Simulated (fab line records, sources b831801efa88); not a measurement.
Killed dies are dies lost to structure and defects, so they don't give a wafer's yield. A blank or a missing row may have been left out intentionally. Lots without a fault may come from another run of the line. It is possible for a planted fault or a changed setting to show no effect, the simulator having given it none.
A single fault, viewed from 2 desks | flow gf180mcu | only its own numbers are on each desk; what lay behind them is given at the end

== DESK OF THE TOOL OWNER: litho_track-04 ==
At GF_DUAL_GATE_SOFTBAKE_07 (time 60 s), the tool's own readings, given per lot that ran on this tool as the mean of the sampled wafers with a number. Marked OUT: a lot whose mean sits more than 4 standard deviations from the usual mean, which makes it out of limits; the brackets give that distance.
Columns: A = run_length_s at GF_DUAL_GATE_SOFTBAKE_07, usual 89.22 s
lot  | first seen here | A
L915 | day 8 20:48     | 89.20
L917 | day 9 15:18     | 89.10
L921 | day 10 19:28    | 89.12
L924 | day 11 14:52    | 89.08
L925 | day 11 19:03    | 89.13
L926 | day 12 02:12    | 89.16
L927 | day 12 08:19    | 89.00
L933 | day 14 03:36    | 97.14 (+57) OUT
L934 | day 14 10:21    | 97.14 (+57) OUT
This desk's verdict: out of limits on L933, L934, starting with L933 at day 14 03:36 (run_length_s at GF_DUAL_GATE_SOFTBAKE_07). L915, L917, L921, L924, L925, L926, L927 stayed within limits.

== METROLOGY DESK ==
Means of the sampled wafers that have a number, per lot and without regard to the tool the lot ran on: this is what the gauges read. Marked OUT: a lot whose mean sits more than 4 standard deviations from the usual mean, which makes it out of limits; the brackets give that distance.
Columns: A = cd_nm at GF_M1_CD_MEAS_14, usual 230.1 nm
lot  | first seen here | A
L915 | day 18 20:04    | 230.6
L917 | day 19 08:23    | 230.2
L919 | day 20 00:53    | 230.5
L920 | day 20 04:34    | 231.1
L921 | day 20 18:30    | 229.9
L922 | day 21 03:46    | 230.1
L924 | day 21 22:31    | 230.9
L925 | day 22 00:35    | 228.5
L926 | day 22 11:13    | 230.4
L927 | day 22 21:40    | 231.7
L928 | day 23 01:38    | 229.5
L933 | day 24 16:29    | 230.0
L934 | day 24 22:32    | 230.6
L935 | day 25 05:16    | 228.6
This desk's verdict: no lot among the 14 shows anything out of limits.

== BROUGHT TOGETHER ==
The tool owner's desk had the chance to raise an alarm at day 14 03:36 on L933, L934.
From the metrology desk's view, nothing was out of limits.
The metrology desk holds a record of L933, L934, inside its limits.
Every lot named ran GF_DUAL_GATE_SOFTBAKE_07 on litho_track-04.

== WHAT THE SIMULATOR PUT IN ==
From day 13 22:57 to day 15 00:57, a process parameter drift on litho_track-04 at GF_DUAL_GATE_SOFTBAKE_07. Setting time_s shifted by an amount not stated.
Lots struck among those shown: L933, L934.
How many hours passed from the start of the fault until each desk's first out-of-limits reading: the tool owner's desk, 5.
